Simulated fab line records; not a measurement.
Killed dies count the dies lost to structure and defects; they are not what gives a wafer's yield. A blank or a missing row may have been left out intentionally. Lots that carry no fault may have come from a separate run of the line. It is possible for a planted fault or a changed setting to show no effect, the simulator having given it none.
What tool caused it?    flow gf180mcu    Sampling: 15 lots, 45 wafers, 6 of 602 route steps

## WHAT THE GAUGES READ, wafer by wafer
GF_M1_RS_MEAS_05: the measuring method here is four-point-probe.
lot   measured      on             M1_ALCU_RS (ohm/sq)
L900  day 16 19:36  film metro-03  0.0698 0.0702 0.0692
L901  day 17 11:48  film metro-03  0.0699 0.0690 0.0693
L902  day 17 12:53  film metro-02  0.0704 0.0703 0.0698
L906  day 19 06:47  film metro-02  7.1754 7.1940 7.1003
L907  day 19 09:50  film metro-03  7.1685 7.2495 7.2112
L908  day 19 13:21  film metro-03  7.1591 7.1774 7.1662
L912  day 20 23:57  film metro-01  0.0695 0.0699 0.0704
L913  day 21 11:07  film metro-01  0.0694 0.0695 0.0694
L914  day 21 14:38  film metro-01  0.0696 0.0692 0.0703
L915  day 22 02:07  film metro-02  0.0694 0.0692 0.0689
L916  day 22 09:42  film metro-02  0.0685 0.0693 0.0700
L919  day 23 00:22  film metro-03  0.0678 0.0689 0.0689
L920  day 23 13:47  film metro-03  0.0700 0.0698 0.0696
L921  day 23 20:40  film metro-01  0.0686 0.0692 0.0693
L922  day 24 09:16  film metro-01  0.0686 0.0690 0.0696

GF_M1_THK_MEAS_06: measures by xrf.
lot   measured      on             M1_ALCU_THK (nm)
L900  day 16 19:43  film metro-03  450 446 454
L901  day 17 11:55  film metro-03  449 456 453
L902  day 17 13:00  film metro-02  448 446 452
L906  day 19 06:54  film metro-02  <0 <0 <0
L907  day 19 09:56  film metro-03  <0 <0 <0
L908  day 19 13:28  film metro-03  <0 <0 <0
L912  day 21 00:03  film metro-01  451 445 445
L913  day 21 11:13  film metro-01  453 450 450
L914  day 21 14:46  film metro-01  452 452 448
L915  day 22 02:13  film metro-02  456 458 459
L916  day 22 09:49  film metro-02  461 460 454
L919  day 23 00:29  film metro-03  468 460 458
L920  day 23 13:53  film metro-03  451 454 456
L921  day 23 20:46  film metro-01  453 451 450
L922  day 24 09:23  film metro-01  456 454 448

## WHICH TOOL RAN EACH LOT (tool, then ch and the chambers of the sampled wafers, then the start)
lot   GF_CONTACT_ETCH_16                  GF_CONTACT_CVD_24              GF_M1_SPUTTER_02              GF_M1_SPUTTER_03
L900  rie diel-01 ch 0,1, day 16 18:13    cvd w-01 ch 0,1, day 16 18:47  pvd sputter-03, day 16 19:29  pvd sputter-03, day 16 19:31
L901  rie diel-03 ch 0,1, day 17 10:26    cvd w-01 ch 0,1, day 17 11:00  pvd sputter-01, day 17 11:43  pvd sputter-01, day 17 11:44
L902  rie diel-02 ch 1,3, day 17 11:26    cvd w-01 ch 0,1, day 17 12:05  pvd sputter-03, day 17 12:47  pvd sputter-03, day 17 12:49
L906  rie diel-03 ch 0,1,3, day 19 05:14  cvd w-02 ch 0,1, day 19 05:48  pvd sputter-03, day 19 06:37  pvd sputter-03, day 19 06:39
L907  rie diel-03 ch 0,1,3, day 19 08:25  cvd w-02 ch 0,1, day 19 09:01  pvd sputter-03, day 19 09:42  pvd sputter-03, day 19 09:44
L908  rie diel-03 ch 0,3, day 19 11:58    cvd w-01 ch 1, day 19 12:33    pvd sputter-01, day 19 13:16  pvd sputter-01, day 19 13:17
L912  rie diel-03 ch 0,1,3, day 20 22:32  cvd w-02 ch 0,1, day 20 23:09  pvd sputter-03, day 20 23:49  pvd sputter-03, day 20 23:51
L913  rie diel-02 ch 1,2, day 21 09:43    cvd w-02 ch 0,1, day 21 10:19  pvd sputter-01, day 21 10:59  pvd sputter-01, day 21 11:01
L914  rie diel-01 ch 0,1,3, day 21 13:11  cvd w-02 ch 0,1, day 21 13:50  pvd sputter-01, day 21 14:33  pvd sputter-01, day 21 14:35
L915  rie diel-02 ch 1,2,3, day 22 00:43  cvd w-02 ch 0,1, day 22 01:19  pvd sputter-03, day 22 01:59  pvd sputter-03, day 22 02:01
L916  rie diel-02 ch 0,2,3, day 22 08:19  cvd w-02 ch 0,1, day 22 08:53  pvd sputter-03, day 22 09:35  pvd sputter-03, day 22 09:37
L919  rie diel-01 ch 0,1,3, day 22 22:59  cvd w-01 ch 0,1, day 22 23:33  pvd sputter-01, day 23 00:16  pvd sputter-01, day 23 00:17
L920  rie diel-03 ch 0,1,3, day 23 12:19  cvd w-01 ch 0,1, day 23 12:53  pvd sputter-01, day 23 13:35  pvd sputter-01, day 23 13:37
L921  rie diel-02 ch 1,2,3, day 23 19:16  cvd w-02 ch 0,1, day 23 19:52  pvd sputter-03, day 23 20:32  pvd sputter-03, day 23 20:34
L922  rie diel-01 ch 0,1,3, day 24 07:54  cvd w-01 ch 0,1, day 24 08:28  pvd sputter-03, day 24 09:11  pvd sputter-03, day 24 09:13
- GF_CONTACT_ETCH_16: etches BARC in N2/H2.
- GF_CONTACT_CVD_24: deposits W, target thk 300 nm, time 90.339 s.
- GF_M1_SPUTTER_02: material AlCu, target thk 450 nm, time 23.9 s.
- GF_M1_SPUTTER_03: material Ti, target thk 10 nm, time 6.7 s.

## WHAT THE TOOLS THEMSELVES READ (means of the sampled wafers that have a number; where no wafer has one, the mark that the record gives instead)
GF_CONTACT_ETCH_16.
lot   tool         drypump motor current A (A)  oes product au (a.u.)  throttle valve pct (%)
L900  rie diel-01  5.9                          0.855                  13.226
L901  rie diel-03  5.5                          0.854                  13.221
L902  rie diel-02  5.1                          0.855                  13.219
L906  rie diel-03  5.6                          0.857                  13.226
L907  rie diel-03  5.7                          0.856                  13.221
L908  rie diel-03  5.5                          0.853                  13.229
L912  rie diel-03  5.6                          0.853                  13.227
L913  rie diel-02  5.3                          0.852                  13.224
L914  rie diel-01  5.9                          0.852                  13.225
L915  rie diel-02  5.3                          0.856                  13.222
L916  rie diel-02  5.3                          0.855                  13.230
L919  rie diel-01  5.9                          0.855                  13.221
L920  rie diel-03  5.6                          0.860                  13.226
L921  rie diel-02  5.3                          0.853                  13.215
L922  rie diel-01  5.9                          0.850                  13.222

GF_CONTACT_CVD_24.
lot   tool      chamber pressure Torr (Torr)  heater power w (W)
L900  cvd w-01  39.96                         884
L901  cvd w-01  40.01                         874
L902  cvd w-01  40.07                         881
L906  cvd w-02  39.98                         913
L907  cvd w-02  39.96                         870
L908  cvd w-01  40.07                         778
L912  cvd w-02  39.95                         913
L913  cvd w-02  40.11                         899
L914  cvd w-02  40.02                         918
L915  cvd w-02  40.04                         868
L916  cvd w-02  39.93                         905
L919  cvd w-01  40.04                         887
L920  cvd w-01  39.98                         893
L921  cvd w-02  39.92                         917
L922  cvd w-01  40.01                         885

GF_M1_SPUTTER_02.
lot   tool            cathode dc power W (W)  chamber pressure pa (Pa)  throttle valve pct (%)
L900  pvd sputter-03  10601                   0.3993                    29.5
L901  pvd sputter-01  10601                   0.4005                    29.3
L902  pvd sputter-03  10601                   0.4005                    30.4
L906  pvd sputter-03  -                       -                         -
L907  pvd sputter-03  -                       -                         -
L908  pvd sputter-01  -                       -                         -
L912  pvd sputter-03  10601                   0.3999                    30.5
L913  pvd sputter-01  10601                   0.3998                    29.6
L914  pvd sputter-01  10601                   0.3997                    29.4
L915  pvd sputter-03  10599                   0.4009                    29.9
L916  pvd sputter-03  10601                   0.4000                    30.6
L919  pvd sputter-01  10600                   0.4003                    29.8
L920  pvd sputter-01  10603                   0.4002                    29.3
L921  pvd sputter-03  10598                   0.4000                    30.6
L922  pvd sputter-03  10599                   0.3999                    30.7

GF_M1_SPUTTER_03.
lot   tool            cathode dc power W (W)  chamber pressure pa (Pa)  throttle valve pct (%)
L900  pvd sputter-03  3000.0                  0.2999                    29.7
L901  pvd sputter-01  3000.6                  0.2996                    29.2
L902  pvd sputter-03  3000.1                  0.2995                    30.5
L906  pvd sputter-03  3000.0                  0.2992                    30.8
L907  pvd sputter-03  3000.5                  0.3003                    32.0
L908  pvd sputter-01  2999.7                  0.3005                    29.3
L912  pvd sputter-03  3000.1                  0.3006                    30.4
L913  pvd sputter-01  2999.3                  0.3001                    29.7
L914  pvd sputter-01  3000.4                  0.2997                    29.3
L915  pvd sputter-03  2999.8                  0.2997                    29.7
L916  pvd sputter-03  3000.2                  0.2994                    30.8
L919  pvd sputter-01  2999.7                  0.2998                    29.8
L920  pvd sputter-01  2999.5                  0.3007                    29.4
L921  pvd sputter-03  2999.7                  0.3003                    30.4
L922  pvd sputter-03  2999.9                  0.3001                    30.6

## THE ANSWER, worked out from the rows above alone
Rule: the lots themselves supply what counts as usual. The widest of any qualifying gaps counts: lots, ordered by their means at a reading, are off when they make up no more than a third of the lots, leave a main group of 4 or more, and stand apart from it by 3 or more times the standard deviation of that group's means. If all means in a main group match to the digits the tables above print for the reading, that group is not used. Also off: a lot with no number at a reading for which 4 or more lots have one. The other lots that the step has rows for count as sound. The gauges are gone through in route order, then the tools' own readings, and for those a lot's mean is taken as printed above. The first step at which some lot is off is used, and at that step the reading that is off furthest; a lot without a number counts as furthest.
Off: L906, L907, L908, seen at GF_M1_RS_MEAS_05 (M1_ALCU_RS). For the main group the mean is 0.0694 ohm/sq and the standard deviation 0.00044.
If a tool, at a process step before that reading, ran all the lots that are off and no sound lot after the first of them, it fits. Not tried: the gauges at GF_M1_RS_MEAS_05; whatever is off there is also off at GF_M1_SPUTTER_02, on other tools, and gauge error can't account for it. No candidate that was tried fits.

## WHAT THE SIMULATOR HAD INSERTED
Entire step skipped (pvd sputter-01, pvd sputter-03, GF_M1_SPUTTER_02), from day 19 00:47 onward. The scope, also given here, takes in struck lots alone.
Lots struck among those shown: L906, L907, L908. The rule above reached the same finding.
